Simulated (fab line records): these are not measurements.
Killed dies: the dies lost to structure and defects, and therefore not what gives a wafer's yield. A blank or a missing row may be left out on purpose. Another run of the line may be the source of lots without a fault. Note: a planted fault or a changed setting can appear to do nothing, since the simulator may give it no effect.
8D (eight disciplines) problem report, filled in by code | flow sky130 | the parts of the form that need people (team, actions taken, sign-off) are left out

1. PROBLEM STATEMENT
Wafers free of any fault read 43.0 nm (standard deviation 0.43) for SPACER_CVD_00_THK at SKY_SPACER_THK_MEAS_01, against a mean of 50.8 nm on 6 wafers of 2 lots. That is +18 standard deviations from the usual mean.
Earliest sighting: wafer L647.1 on film_metro-01 at day 30 18:52. The record has a number at this step for 33 wafers belonging to 11 lots. Rule for "out", or "out of limits": more than 4 standard deviations from the usual mean. The other wafers with a number count as sound.

2. WHAT THIS IS AND IS NOT
question                    | is                           | is not
which readings at this step | SPACER_CVD_00_THK            | -
which lots                  | L647, L648                   | L625, L627, L628, L630, L632, L634, L635, L638, L639
which wafers of those lots  | all that have a number       | -
read on which gauges        | film_metro-01, film_metro-04 | film_metro-02
when                        | from day 30 18:52            | up to then (27 sound wafers)

3. SUSPECTS, AND WHAT RULES EACH OUT
Counting: any tool at a process step up to the reading is kept as a suspect provided that every lot that is out went through it and no sound lot did after the first of them.
- the gauge at SKY_SPACER_THK_MEAS_01 has been ruled out. Those wafers that are out were read across 2 gauges (film_metro-01, film_metro-04).
- lpcvd-02 at SKY_SPACER_CVD_00 (deposits Si3N4 from DCS/NH3, target thk 43.1 nm, time 740 s): kept. All lots that are out passed through it, beginning with L647 at day 30 17:40, and no sound lot followed; its final sound lot before that point was L639 at day 28 16:05. Its own readings are out on those wafers: spike_tc_bottom_C, spike_tc_centre_C, spike_tc_lower_C, spike_tc_top_C, spike_tc_upper_C, susceptor_temp_C.
After counting, what remains is lpcvd-02 at SKY_SPACER_CVD_00.

4. THE CAUSE (what the simulator had put in)
lpcvd-02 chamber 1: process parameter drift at SKY_SPACER_CVD_00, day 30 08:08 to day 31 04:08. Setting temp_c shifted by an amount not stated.
Counting left only this tool.

5. SEQUENCE OF EFFECTS, ordered by route
Rows list readings where the struck wafers' mean (over those with a number) sits beyond 3 standard deviations from the usual. Only readings whose record carries a usual standard deviation are examined. hours: median over the lots of the time between each lot's start at the first step of this table that gives one and its start at this step. sigmas: the change, counted in usual standard deviations.
hours | step                   | reading           | usual      | on struck wafers | change | sigmas
0     | SKY_SPACER_CVD_00      | spike_tc_bottom_C | 792.7 C    | 802.0            | +9.3   | +7.8
0     | SKY_SPACER_CVD_00      | spike_tc_centre_C | 770.1 C    | 779.4            | +9.3   | +9.3
0     | SKY_SPACER_CVD_00      | spike_tc_lower_C  | 771.2 C    | 780.4            | +9.2   | +9.2
0     | SKY_SPACER_CVD_00      | spike_tc_top_C    | 784.6 C    | 794.3            | +9.7   | +5.1
0     | SKY_SPACER_CVD_00      | spike_tc_upper_C  | 768.7 C    | 777.4            | +8.7   | +6.2
0     | SKY_SPACER_CVD_00      | susceptor_temp_C  | 770.0 C    | 779.5            | +9.5   | +30
1     | SKY_SPACER_THK_MEAS_01 | SPACER_CVD_00_THK | 43.0 nm    | 50.8             | +7.8   | +18
1     | SKY_SPACER_ETCHBACK_02 | oes_product_au    | 0.854 a.u. | 0.937            | +0.083 | +13
The process steps in it:
- SKY_SPACER_CVD_00: deposits Si3N4 from DCS/NH3, target thk 43.1 nm, time 740 s.
- SKY_SPACER_ETCHBACK_02: etches Si3N4 in CH3F/O2, stops on SiO2, time 46.7 s, target depth 45 nm.
At these later measuring or inspecting steps, every struck wafer for which the step has a row has a number for every such reading, and none has moved that far: SKY_LI_CONTACT_THK_MEAS_01.

6. HOW IT WOULD HAVE BEEN CAUGHT EARLIER
Counted from the fault's start at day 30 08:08, it took 11 hours until the first out-of-limits reading at a measuring or inspecting step in this record, taken at day 30 18:52.
At SKY_SPACER_CVD_00, the tool's own readings (spike_tc_bottom_C, spike_tc_centre_C, spike_tc_lower_C, spike_tc_top_C, spike_tc_upper_C, susceptor_temp_C) were out on each struck wafer the step has a row for, so an alarm limit on them would have fired on the first such wafer.
By day 30 18:52, every lot that is out (2) had started SKY_SPACER_CVD_00 on lpcvd-02. Tool hold at that time: it would have spared none of them.
